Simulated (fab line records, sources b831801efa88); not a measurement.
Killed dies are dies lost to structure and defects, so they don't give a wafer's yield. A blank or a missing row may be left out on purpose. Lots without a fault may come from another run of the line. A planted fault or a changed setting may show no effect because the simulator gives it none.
One fault seen from 2 desks | flow sky130 | each desk has only its own numbers; what lay behind them comes last

THE METROLOGY DESK
What the gauges read, lot by lot, whatever tool the lot ran on: means of the sampled wafers that have a number. A lot is out of limits, marked OUT, if its mean lies more than 4 standard deviations from the usual mean; the brackets give that distance.
Columns: A = FIELD_ISO_OXIDATION_00_THK at SKY_FIELD_ISO_THK_MEAS_02, usual 11.92 nm; B = NWELL_2_TW at SKY_NWELL_TW_MEAS_26, usual 502
lot  | first seen here | A     | B
L423 | day 1 12:22     | 11.85 | 498
L424 | day 1 17:20     | 11.64 | 501
L426 | day 2 02:59     | 11.90 | 499
L428 | day 2 12:51     | 11.89 | 499
L430 | day 2 22:38     | 11.84 | 501
L433 | day 3 13:38     | 11.91 | 503
L439 | day 4 19:38     | 11.86 | 482 (-5.0) OUT
L440 | day 5 00:40     | 12.38 | 488
L441 | day 5 05:38     | 12.27 | 476 (-6.5) OUT
L442 | day 5 10:38     | 11.82 | 497
L443 | day 5 16:25     | 12.12 | 501
L444 | day 5 21:32     | 11.87 | 499
L445 | day 6 01:38     | 11.81 | 503
This desk's finding: out of limits on L439, L441; first on L439, day 9 04:36 (NWELL_2_TW at SKY_NWELL_TW_MEAS_26). In limits: L423, L424, L426, L428, L430, L433, L440, L442, L443, L444, L445.

THE TOOL OWNER'S DESK: implanter-01
The tool's own readings at SKY_NWELL_IMPLANT_24: means of the sampled wafers that have a number, for each lot that ran on this tool. A lot is out of limits, marked OUT, if its mean lies more than 4 standard deviations from the usual mean; the brackets give that distance.
Columns: A = beam_on_s at SKY_NWELL_IMPLANT_24, usual 9.99 s; B = faraday_current_uA at SKY_NWELL_IMPLANT_24, usual 52.0
lot  | first seen here | A               | B
L423 | day 5 05:38     | 10.00           | 51.9
L428 | day 6 12:49     | 10.02           | 51.8
L430 | day 6 22:35     | 9.69            | 53.6
L439 | day 9 04:21     | 8.56 (-6.8) OUT | 61.9 (+9.0) OUT
L440 | day 9 09:11     | 8.68 (-6.3) OUT | 61.2 (+8.3) OUT
L441 | day 9 13:29     | 8.84 (-5.5) OUT | 59.9 (+7.1) OUT
This desk's finding: out of limits on L439, L440, L441; first on L439, day 9 04:21 (beam_on_s at SKY_NWELL_IMPLANT_24). In limits: L423, L428, L430.

PUT TOGETHER
The tool owner's desk could have raised an alarm at day 9 04:21, on L439, L440, L441.
The metrology desk could have raised an alarm at day 9 04:36, on L439, L441.
The metrology desk has L440 on record, within its limits.
Of the lots named, all ran SKY_NWELL_IMPLANT_24 on implanter-01.

WHAT THE SIMULATOR HAD PUT IN
Process parameter drift: implanter-01, from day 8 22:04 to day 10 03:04, at SKY_NWELL_IMPLANT_24. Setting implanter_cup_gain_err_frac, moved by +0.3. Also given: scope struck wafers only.
Lots struck among those shown: L439, L440, L441.
Hours from the fault's start to each desk's first reading out of limits: the tool owner's desk, 6; the metrology desk, 7.
